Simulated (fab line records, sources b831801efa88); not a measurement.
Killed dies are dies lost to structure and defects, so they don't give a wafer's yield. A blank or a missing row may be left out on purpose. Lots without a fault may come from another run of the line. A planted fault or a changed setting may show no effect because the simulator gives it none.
A struck lot beside a sound one | flow sky130 | 17 steps out of a route of 708
Sound: wafers L581.1, L581.2, L581.3. Struck: wafers L595.1, L595.2, L595.3. The cause comes at the end.
At each step with rows: each side's tool, then ch and its chambers, then its first start. Under that, the readings that differ: sound wafers | struck wafers | difference of the means | sigmas: that difference in standard deviations of wafers without a fault.
alike: readings whose means differ by less than 2 such deviations, and words and numbers that are the same on both sides. not compared: withheld readings, readings that some wafer has no value for, bounds like >300 that may hide the same value, and numbers for which the record gives no deviation and whose values overlap.
The two part at a step that has a row with sigmas, a row that says differs or no value, or rows on one side only. Numbers that don't overlap but have no deviation are shown without sigmas and don't part them. A reading that every wafer of one side lacks parts them only if that side has two wafers or more.

first, 4 steps without rows for these wafers: SKY_FIELD_ISO_WET_ETCH_29 (etches Si3N4 in H3PO4, target depth 160 nm, time 1825 s); SKY_FIELD_ISO_WET_ETCH_30 (etches SiO2 in dHF, target depth 25 nm, time 50 s); SKY_NWELL_CLEAN_00 (cleans in SC1/SC2, time 150 s); SKY_NWELL_OXIDATION_01 (stabilise 600 s, purge 300 s, target thk 10 nm).
SKY_NWELL_THK_MEAS_02:
  sound on film_metro-04, day 2 23:04; struck on film_metro-02, day 5 19:04
  reading                  | sound          | struck            | difference | sigmas
  NWELL_OXIDATION_THK (nm) | 9.50 9.65 9.63 | 10.12 10.17 10.21 | +0.57      | +3
then, 7 steps without rows for these wafers: SKY_DNWELL_DEHYDRATE_00 (time 60 s); SKY_DNWELL_HMDS_01 (prime time 60 s); SKY_DNWELL_COAT_02 (resist thk 3000 nm); SKY_DNWELL_SOFTBAKE_03; SKY_DNWELL_EXPOSE_04 (exposes mask DNM, target cd 3000 nm); SKY_DNWELL_PEB_05; SKY_DNWELL_DEVELOP_06 (develop time 60 s).
SKY_DNWELL_IMPLANT_07:
  sound on implanter-03 ch 0, day 3 14:10; struck on implanter-02 ch 0, day 6 13:14
  alike: end_station_pressure_torr
SKY_DNWELL_STRIP_08: strips in O2/N2.
  sound on plasma_asher-04 ch 0,1, day 3 14:19; struck on plasma_asher-02 ch 0,1, day 6 13:23
  alike: drypump_motor_current_A, oes_product_au, strip_time_to_endpoint_s
  not compared: rf_hours_counter_h
SKY_DNWELL_TW_MEAS_09:
  sound on film_metro-03, day 3 14:25; struck on film_metro-04, day 6 13:29
  reading   | sound          | struck         | difference | sigmas
  DNWELL_TW | 1114 1127 1124 | 1395 1394 1394 | +273       | +31
then, 1 step without rows for these wafers: SKY_PWDE_DEHYDRATE_00 (time 60 s).
-- the record jumps here: 43 days lie between the struck wafers' starts before and after (it left off in module PWDE and takes up again in module PAD_OPEN, whose first step shown is number 708 of the route) --
SKY_PAD_OPEN_PROBE_99:
  sound on prober-02, day 46 07:28; struck on prober-01, day 49 17:17
  reading                                    | sound             | struck            | difference | sigmas
  model.etest.res_deep_nwell.rs_ohm_sq       | 2202 2221 2230    | 1226 1212 1214    | -1000      |
  model.etest.res_deep_nwell.line_ohm_um     | 727.5 731.1 741.2 | 411.6 403.9 403.3 | -327.0     |
  model.etest.res_pwde_under_gate.rs_ohm_sq  | 6184 6232 6197    | 6529 6502 6511    | +310       |
  model.etest.res_pwell_under_gate.rs_ohm_sq | 2282 2286 2275    | 2324 2357 2352    | +63        |
  alike: killed_at_M0_to_M3, killed_at_M4_up, killed_at_contacts, killed_at_front_end, killed_at_other, killed_dies, killed_open, killed_short
  not compared: model.etest.res_deep_nwell.rs_ohm_sq_range

WHERE THEY PART
First at SKY_NWELL_THK_MEAS_02; last, within this record, at SKY_DNWELL_TW_MEAS_09. Later steps at which nothing parts them and some readings are alike: SKY_PAD_OPEN_PROBE_99.

WHY: what the simulator had put in
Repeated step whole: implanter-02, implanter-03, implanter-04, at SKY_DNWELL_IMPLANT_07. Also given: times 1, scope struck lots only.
